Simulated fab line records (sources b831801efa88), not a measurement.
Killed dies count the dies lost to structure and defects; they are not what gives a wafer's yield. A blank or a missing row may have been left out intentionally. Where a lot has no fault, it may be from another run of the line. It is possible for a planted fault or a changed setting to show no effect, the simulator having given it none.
What tool caused it? :: flow gf180mcu :: 6 lots with 18 wafers sampled at 2 steps, on a route of 602 steps

== WHAT THE GAUGES READ, wafer by wafer ==
GF_M2_OVL_MEAS_15.
lot: L712
measured: day 19 10:50
on: overlay-02
M2_OVL (nm): 0 7 7

lot: L714
measured: day 20 05:44
on: overlay-01
M2_OVL (nm): 8 3 -4

lot: L718
measured: day 22 05:59
on: overlay-02
M2_OVL (nm): 2 3 5

lot: L721
measured: day 23 20:06
on: overlay-02
M2_OVL (nm): 0 6 4

lot: L729
measured: day 26 07:02
on: overlay-02
M2_OVL (nm): 0 -4 -10

lot: L731
measured: day 26 22:08
on: overlay-01
M2_OVL (nm): 2 2 -5

== WHICH TOOL RAN EACH LOT (tool, then ch and the chambers of the sampled wafers, then the start) ==
lot: L712
GF_V1_CVD_23: cvd_w-02 ch 0,1, day 18 09:52

lot: L714
GF_V1_CVD_23: cvd_w-02 ch 0,1, day 19 04:40

lot: L718
GF_V1_CVD_23: cvd_w-02 ch 0,1, day 21 05:41

lot: L721
GF_V1_CVD_23: cvd_w-02 ch 0,1, day 22 20:34

lot: L729
GF_V1_CVD_23: cvd_w-01 ch 0,1, day 25 09:47

lot: L731
GF_V1_CVD_23: cvd_w-02 ch 0,1, day 26 00:22
- GF_V1_CVD_23: deposits W, target thk 350 nm, time 105.05 s.

== THE ANSWER, worked out from the rows above alone ==
Rule: usual is defined by the lots themselves. The widest of any qualifying gaps counts: lots, ordered by their means at a reading, are off when they make up no more than a third of the lots, leave a main group of 4 or more, and stand apart from it by 3 or more times the standard deviation of that group's means. Not used: any main group whose means are identical at the precision the tables above print for the reading. A lot without any number at a reading at which 4 lots or more have one is off too. All remaining lots with rows at the step are treated as sound.
Off: at GF_M2_OVL_MEAS_15 (M2_OVL), L729, L731. The main group: mean 3 nm, standard deviation 0.83.
A tool fits if, at a process step before that reading, it ran every lot that is off, and no sound lot after the first of them. The gauges at GF_M2_OVL_MEAS_15 are tried like those tools. Not one of the candidates tried fits.

== WHAT THE SIMULATOR HAD INSERTED ==
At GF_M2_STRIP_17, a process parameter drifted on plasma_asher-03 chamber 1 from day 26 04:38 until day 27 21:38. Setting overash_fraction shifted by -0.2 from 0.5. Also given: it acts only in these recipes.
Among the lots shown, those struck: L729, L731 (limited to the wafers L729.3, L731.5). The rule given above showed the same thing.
